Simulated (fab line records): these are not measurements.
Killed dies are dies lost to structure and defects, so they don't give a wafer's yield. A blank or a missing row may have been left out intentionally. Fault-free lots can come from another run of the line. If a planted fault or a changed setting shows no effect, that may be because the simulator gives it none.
fab line records | flow sky130
record lots=12 | wafers=36 | lastDay=50
route steps=708 shown NWELL@79 SONOS_TUNNEL@161 SONOS_ONO@168 GATE_OXIDE@197
lots that met no fault: from a run of the same line without faults
startH: the number of hours between the record's first day and the start of the first shown wafer of the lot | waitH: hours from the lot's prior step to this one | " identical to the entry in the row above | L1.1+2: one row covering several wafers at once | - either no value or no given start | * or withheld: withheld | < > ~ a bound
route shown NAME@n: NAME is a module with steps in the file, n the number in the route of the first one | usual: average and standard deviation across the fault-free wafers | same: alike in all rows | chamber/n: place in a boat | sites: each site's reading | _std_site: standard deviation of those values | _edge_site: inner sites' mean taken away from outer sites' mean | radiusMm: for every site, how far away it sits from the centre of the wafer | mask NAME#n: copy n | behind: the tool/chamber that last shaped the wafer | hold: what put the lot on hold/how long, in hours/how the hold closed | device: the n, p or np transistor that did not switch | end of line: the route-end tests of the same wafers | step lacking rows: just its recipe | killed: dies lost to structure and defects at the first sort, not the wafer's yield | map: dies across one wafer; x = killed, . = not, _ = none there
set.NAME: the setting as run; set.NAME@STEP: as run at that earlier step | model.NAME: the simulator's own value behind a step, which no gauge read
route steps across a sampled set of lots; one table per step, one row per wafer
services: a tool's chamber out of use, with start hour (startH, from the record's first day; less than 0 if before it), hours out, and reason
## steps
# step SKY_NWELL_TW_MEAS_26
# usual NWELL_2_TW=494.8/2.5
lot.wafer | tool         | chamber | startH | waitH | NWELL_2_TW
L777.1    | filmMetro-03 | -       | 106.72 | 0.1   | 496.3
L777.3    | "            | -       | "      | "     | 495.4
L777.6    | "            | -       | "      | "     | 495.3
L778.1    | filmMetro-03 | -       | 113.86 | 0.1   | 494.0
L778.4    | "            | -       | "      | "     | 492.8
L778.5    | "            | -       | "      | "     | 493.2
L779.1    | filmMetro-02 | -       | 128.19 | 0.1   | 494.0
L779.4    | "            | -       | "      | "     | 493.7
L779.6    | "            | -       | "      | "     | 493.5
L780.4    | filmMetro-01 | -       | 128.40 | 0.1   | 493.0
L780.5    | "            | -       | "      | "     | 489.3
L780.6    | "            | -       | "      | "     | 491.4
L781.1    | filmMetro-02 | -       | 128.54 | 0.1   | 493.0
L781.3    | "            | -       | "      | "     | 495.5
L781.6    | "            | -       | "      | "     | 495.4
L782.1    | filmMetro-03 | -       | 143.39 | 0.1   | 495.6
L782.3    | "            | -       | "      | "     | 495.7
L782.5    | "            | -       | "      | "     | 496.5
L784.3    | filmMetro-02 | -       | 146.77 | 0.1   | 493.3
L784.4    | "            | -       | "      | "     | 491.4
L784.5    | "            | -       | "      | "     | 494.2
L794.2    | filmMetro-01 | -       | 209.91 | 0.1   | 495.7
L794.5    | "            | -       | "      | "     | 493.1
L794.6    | "            | -       | "      | "     | 492.6
L795.2    | filmMetro-02 | -       | 213.86 | 0.1   | 498.0
L795.3    | "            | -       | "      | "     | 497.6
L795.4    | "            | -       | "      | "     | 499.2
L796.3    | filmMetro-01 | -       | 223.12 | 0.1   | 496.0
L796.4    | "            | -       | "      | "     | 492.4
L796.5    | "            | -       | "      | "     | 495.5
L798.2    | filmMetro-02 | -       | 231.18 | 0.1   | 501.4
L798.3    | "            | -       | "      | "     | 500.6
L798.6    | "            | -       | "      | "     | 499.5
L799.2    | filmMetro-03 | -       | 237.83 | 0.1   | 491.7
L799.4    | "            | -       | "      | "     | 492.8
L799.6    | "            | -       | "      | "     | 494.0
# step SKY_SONOS_TUNNEL_CD_MEAS_07
# recipe targetCdNm=410
# usual cdNm=410.0/2.3
lot.wafer | tool     | chamber | startH | waitH | cdNm
L777.1    | cdSem-02 | -       | 254.02 | 0.1   | 408.5
L777.3    | "        | -       | "      | "     | 410.3
L777.6    | "        | -       | "      | "     | 408.1
L778.1    | cdSem-02 | -       | 260.89 | 0.1   | 409.0
L778.4    | "        | -       | "      | "     | 407.5
L778.5    | "        | -       | "      | "     | 406.6
L779.1    | cdSem-02 | -       | 282.05 | 0.1   | 411.1
L779.4    | "        | -       | "      | "     | 409.3
L779.6    | "        | -       | "      | "     | 410.1
L780.4    | cdSem-01 | -       | 282.41 | 0.1   | 407.9
L780.5    | "        | -       | "      | "     | 410.4
L780.6    | "        | -       | "      | "     | 410.4
L781.1    | cdSem-02 | -       | 284.87 | 0.1   | 411.8
L781.3    | "        | -       | "      | "     | 413.3
L781.6    | "        | -       | "      | "     | 413.4
L782.1    | cdSem-02 | -       | 301.10 | 0.1   | 408.6
L782.3    | "        | -       | "      | "     | 407.2
L782.5    | "        | -       | "      | "     | 411.3
L784.3    | cdSem-02 | -       | 308.26 | 0.1   | 411.0
L784.4    | "        | -       | "      | "     | 412.6
L784.5    | "        | -       | "      | "     | 411.9
L794.2    | cdSem-01 | -       | 388.17 | 0.1   | 405.4
L794.5    | "        | -       | "      | "     | 406.8
L794.6    | "        | -       | "      | "     | 407.9
L795.2    | cdSem-02 | -       | 392.04 | 0.1   | 408.7
L795.3    | "        | -       | "      | "     | 409.9
L795.4    | "        | -       | "      | "     | 408.3
L796.3    | cdSem-02 | -       | 406.08 | 0.1   | 412.3
L796.4    | "        | -       | "      | "     | 414.5
L796.5    | "        | -       | "      | "     | 413.6
L798.2    | cdSem-01 | -       | 414.02 | 0.1   | 411.4
L798.3    | "        | -       | "      | "     | 411.1
L798.6    | "        | -       | "      | "     | 413.0
L799.2    | cdSem-01 | -       | 424.56 | 0.1   | 406.9
L799.4    | "        | -       | "      | "     | 407.3
L799.6    | "        | -       | "      | "     | 408.5
# step SKY_SONOS_ONO_OXIDATION_00
# recipe tempC=800 | ambient=O2 | idleTempC=700 | rampUpCPerMin=10 | rampDownCPerMin=3 | stabiliseS=600 | purgeS=300 | targetThkA=26 | oxTimeS=1249
# usual spikeTcBottomC=819.9/2.3 | spikeTcCentreC=800.2/1.3 | spikeTcLowerC=801.0/1.6 | spikeTcTopC=813/4 | spikeTcUpperC=799.6/1.2 | tubeCenterTempC=800/0.076 | tube_center_temp_C_max=802.0/0.33
# same oxTimeS=1249 | purgeS=300
lot.wafer | tool       | chamber | startH | waitH | spikeTcBottomC | spikeTcCentreC | spikeTcLowerC | spikeTcTopC | spikeTcUpperC | tubeCenterTempC | tube_center_temp_C_max
L777.1    | furnace-01 | 0       | 255.05 | 0.4   | 818.7          | 798.5          | 800.1         | 818         | 801.0         | 799.92          | 801.7
L777.3    | "          | 0       | "      | "     | 818.5          | 798.8          | 799.5         | 817         | 797.4         | 799.93          | 802.2
L777.6    | "          | 0       | "      | "     | 817.5          | 798.5          | 799.2         | 818         | 799.8         | 800.04          | 801.9
L778.1    | furnace-01 | 0       | 264.16 | 2.6   | 816.1          | 799.1          | 800.8         | 818         | 798.1         | 799.97          | 801.9
L778.4    | "          | 0       | "      | "     | 819.3          | 797.8          | 799.4         | 815         | 799.4         | 799.96          | 802.1
L778.5    | "          | 0       | "      | "     | 817.5          | 799.0          | 798.8         | 818         | 800.1         | 800.01          | 801.7
L779.1    | furnace-01 | 0       | 283.73 | 1.0   | 787.0          | 770.1          | 770.1         | 787         | 770.6         | 770.47          | 772.2
L779.4    | "          | 0       | "      | "     | 788.3          | 768.1          | 771.1         | 788         | 767.3         | 770.54          | 772.2
L779.6    | "          | 0       | "      | "     | 788.0          | 769.9          | 769.9         | 791         | 769.6         | 770.47          | 772.6
L780.4    | furnace-01 | 0       | 283.73 | 0.7   | 789.3          | 769.5          | 769.1         | 789         | 770.7         | 770.5           | 772.5
L780.5    | "          | 0       | "      | "     | 787.2          | 768.9          | 771.7         | 790         | 769.4         | 770.41          | 772.6
L780.6    | "          | 0       | "      | "     | 789.3          | 769.4          | 769.4         | 788         | 769.8         | 770.53          | 772.3
L781.1    | furnace-01 | 0       | 286.25 | 0.7   | 788.5          | 769.7          | 771.5         | 788         | 769.6         | 770.38          | 773.5
L781.3    | "          | 0       | "      | "     | 787.9          | 770.0          | 769.1         | 786         | 768.9         | 770.47          | 773.1
L781.6    | "          | 0       | "      | "     | 787.6          | 770.3          | 770.8         | 788         | 770.1         | 770.36          | 772.7
L782.1    | furnace-02 | 0       | 302.94 | 1.2   | 821.7          | 803.0          | 803.6         | 810         | 800.7         | 800             | 801.6
L782.3    | "          | 0       | "      | "     | 823.9          | 801.8          | 801.8         | 809         | 800.5         | 800.03          | 802.6
L782.5    | "          | 0       | "      | "     | 821.2          | 799.0          | 802.6         | 810         | 801.9         | 800.05          | 802.6
L784.3    | furnace-02 | 0       | 310.03 | 1.2   | 820.9          | 801.5          | 804.2         | 811         | 799.8         | 799.91          | 802.5
L784.4    | "          | 0       | "      | "     | 822.6          | 800.2          | 802.0         | 810         | 800.4         | 800.06          | 802.4
L784.5    | "          | 0       | "      | "     | 821.6          | 803.1          | 801.9         | 809         | 800.4         | 800.04          | 802.4
L794.2    | furnace-02 | 0       | 389.28 | 0.5   | 823.1          | 801.3          | 800.1         | 809         | 801.7         | 800.08          | 802.1
L794.5    | "          | 0       | "      | "     | 823.3          | 802.0          | 801.3         | 808         | 801.5         | 799.97          | 802.3
L794.6    | "          | 0       | "      | "     | 821.1          | 799.0          | 803.5         | 809         | 800.0         | 800             | 801.9
L795.2    | furnace-01 | 0       | 393.24 | 0.4   | 817.1          | 798.9          | 799.7         | 816         | 798.3         | 799.92          | 801.6
L795.3    | "          | 0       | "      | "     | 816.1          | 799.2          | 800.2         | 818         | 797.9         | 799.88          | 802.0
L795.4    | "          | 0       | "      | "     | 817.7          | 798.8          | 796.9         | 818         | 798.2         | 800.06          | 801.6
L796.3    | furnace-02 | 0       | 406.99 | 0.3   | 820.7          | 801.7          | 799.4         | 811         | 801.3         | 799.97          | 802.0
L796.4    | "          | 0       | "      | "     | 821.1          | 802.3          | 801.4         | 809         | 801.8         | 800.09          | 802.0
L796.5    | "          | 0       | "      | "     | 823.4          | 799.2          | 801.3         | 810         | 800.0         | 800.01          | 802.1
L798.2    | furnace-01 | 0       | 414.64 | 0.0   | 817.4          | 800.3          | 799.2         | 817         | 800.1         | 799.92          | 801.6
L798.3    | "          | 0       | "      | "     | 816.7          | 799.0          | 799.1         | 818         | 799.4         | 800.03          | 802.0
L798.6    | "          | 0       | "      | "     | 818.0          | 800.9          | 799.0         | 816         | 800.2         | 800.04          | 802.8
L799.2    | furnace-01 | 0       | 426.42 | 1.2   | 817.3          | 798.4          | 799.3         | 817         | 797.5         | 799.9           | 801.5
L799.4    | "          | 0       | "      | "     | 819.6          | 797.9          | 799.6         | 816         | 796.9         | 800.05          | 802.1
L799.6    | "          | 0       | "      | "     | 817.2          | 801.9          | 800.4         | 818         | 798.4         | 799.8           | 801.5
# step SKY_SONOS_ONO_THK_MEAS_01
# recipe reads=SiO2_of_SONOS_ONO_OXIDATION_00
# usual SONOS_ONO_OXIDATION_THK=2.60/0.055
lot.wafer | tool         | chamber | startH | waitH | SONOS_ONO_OXIDATION_THK[nm]
L777.1    | filmMetro-04 | -       | 256.39 | 0.0   | 2.58
L777.3    | "            | -       | "      | "     | 2.56
L777.6    | "            | -       | "      | "     | 2.60
L778.1    | filmMetro-04 | -       | 265.50 | 0.0   | 2.61
L778.4    | "            | -       | "      | "     | 2.60
L778.5    | "            | -       | "      | "     | 2.66
L779.1    | filmMetro-01 | -       | 285.08 | 0.0   | 1.70
L779.4    | "            | -       | "      | "     | 1.69
L779.6    | "            | -       | "      | "     | 1.63
L780.4    | filmMetro-04 | -       | 285.11 | 0.0   | 1.65
L780.5    | "            | -       | "      | "     | 1.68
L780.6    | "            | -       | "      | "     | 1.70
L781.1    | filmMetro-03 | -       | 287.60 | 0.0   | 1.66
L781.3    | "            | -       | "      | "     | 1.64
L781.6    | "            | -       | "      | "     | 1.62
L782.1    | filmMetro-03 | -       | 304.29 | 0.0   | 2.62
L782.3    | "            | -       | "      | "     | 2.62
L782.5    | "            | -       | "      | "     | 2.63
L784.3    | filmMetro-01 | -       | 311.40 | 0.0   | 2.54
L784.4    | "            | -       | "      | "     | 2.53
L784.5    | "            | -       | "      | "     | 2.49
L794.2    | filmMetro-04 | -       | 390.63 | 0.0   | 2.69
L794.5    | "            | -       | "      | "     | 2.68
L794.6    | "            | -       | "      | "     | 2.68
L795.2    | filmMetro-01 | -       | 394.60 | 0.0   | 2.62
L795.3    | "            | -       | "      | "     | 2.70
L795.4    | "            | -       | "      | "     | 2.65
L796.3    | filmMetro-04 | -       | 408.36 | 0.0   | 2.60
L796.4    | "            | -       | "      | "     | 2.58
L796.5    | "            | -       | "      | "     | 2.65
L798.2    | filmMetro-04 | -       | 416.00 | 0.0   | 2.55
L798.3    | "            | -       | "      | "     | 2.66
L798.6    | "            | -       | "      | "     | 2.60
L799.2    | filmMetro-03 | -       | 427.78 | 0.0   | 2.64
L799.4    | "            | -       | "      | "     | 2.63
L799.6    | "            | -       | "      | "     | 2.60
# step SKY_GATE_OXIDE_OVL_MEAS_10
# usual GATE_OXIDE_OVL=0.6/1.5
lot.wafer | tool       | chamber | startH | waitH | GATE_OXIDE_OVL[nm]
L777.1    | overlay-01 | -       | 313.85 | 0.1   | 2.3
L777.3    | "          | -       | "      | "     | 3.5
L777.6    | "          | -       | "      | "     | 2.5
L778.1    | overlay-01 | -       | 322.00 | 0.1   | 3.0
L778.4    | "          | -       | "      | "     | 3.2
L778.5    | "          | -       | "      | "     | 0.9
L779.1    | overlay-02 | -       | 340.61 | 0.1   | -1.4
L779.4    | "          | -       | "      | "     | -1.4
L779.6    | "          | -       | "      | "     | 0.2
L780.4    | overlay-01 | -       | 341.80 | 0.1   | 2.3
L780.5    | "          | -       | "      | "     | 2.0
L780.6    | "          | -       | "      | "     | 0.9
L781.1    | overlay-01 | -       | 344.86 | 0.1   | 1.6
L781.3    | "          | -       | "      | "     | 2.1
L781.6    | "          | -       | "      | "     | 0.1
L782.1    | overlay-01 | -       | 365.84 | 0.1   | 0.7
L782.3    | "          | -       | "      | "     | -2.1
L782.5    | "          | -       | "      | "     | 0.5
L784.3    | overlay-01 | -       | 373.40 | 0.1   | 0.6
L784.4    | "          | -       | "      | "     | 0.5
L784.5    | "          | -       | "      | "     | 0.4
L794.2    | overlay-02 | -       | 455.99 | 0.1   | 1.1
L794.5    | "          | -       | "      | "     | 1.2
L794.6    | "          | -       | "      | "     | 1.2
L795.2    | overlay-01 | -       | 459.36 | 0.1   | 2.5
L795.3    | "          | -       | "      | "     | 1.4
L795.4    | "          | -       | "      | "     | 2.0
L796.3    | overlay-01 | -       | 475.12 | 0.1   | 0.4
L796.4    | "          | -       | "      | "     | 2.6
L796.5    | "          | -       | "      | "     | 0.2
L798.2    | overlay-01 | -       | 481.04 | 0.1   | 0.8
L798.3    | "          | -       | "      | "     | 1.0
L798.6    | "          | -       | "      | "     | -1.2
L799.2    | overlay-01 | -       | 497.81 | 0.1   | 1.3
L799.4    | "          | -       | "      | "     | 0.9
L799.6    | "          | -       | "      | "     | 1.5
## services
tool       | chamber | startH | hours | kind
furnace-01 | -       | 259.05 | 3.6   | pm
furnace-02 | -       | 263.00 | 5.5   | pm
furnace-02 | -       | 291.45 | 2.9   | pm
furnace-01 | -       | 295.39 | 1.8   | pm
furnace-01 | -       | 302.65 | 3.5   | pm
## key
firstSign step=SKY_SONOS_ONO_OXIDATION_00 | reading=tubeCenterTempC | direction=down | sigmas=99+ | usual=* | struck=*
effect step=SKY_SONOS_ONO_OXIDATION_00 | reading=tube_center_temp_C_max | direction=down | sigmas=88 | usual=* | struck=*
effect step=SKY_SONOS_ONO_THK_MEAS_01 | reading=SONOS_ONO_OXIDATION_THK | direction=down | sigmas=17 | usual=2.60 | struck=1.66
metAt SKY_SONOS_ONO_OXIDATION_00
struckLots L779,L780,L781
testerLeftOut L779,L780,L781
notActingAt SKY_NWELL_TW_MEAS_26,SKY_SONOS_TUNNEL_CD_MEAS_07,SKY_GATE_OXIDE_OVL_MEAS_10
fault kind=processParameterDrift | tool=furnace-01 | chamber=- | onsetH=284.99 | steps=SKY_SONOS_ONO_OXIDATION_00 | channel=tempC | offset=* | shape=step | endH=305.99 | actsIn=* | stated=*
# testerLeftOut: of these lots the tester's yield and bins aren't shown, on N5 and GAA mostly nor the transistor test; their killed dies are dies lost to structure and defects alone, not to doping, threshold or leakage, so they don't give the yield
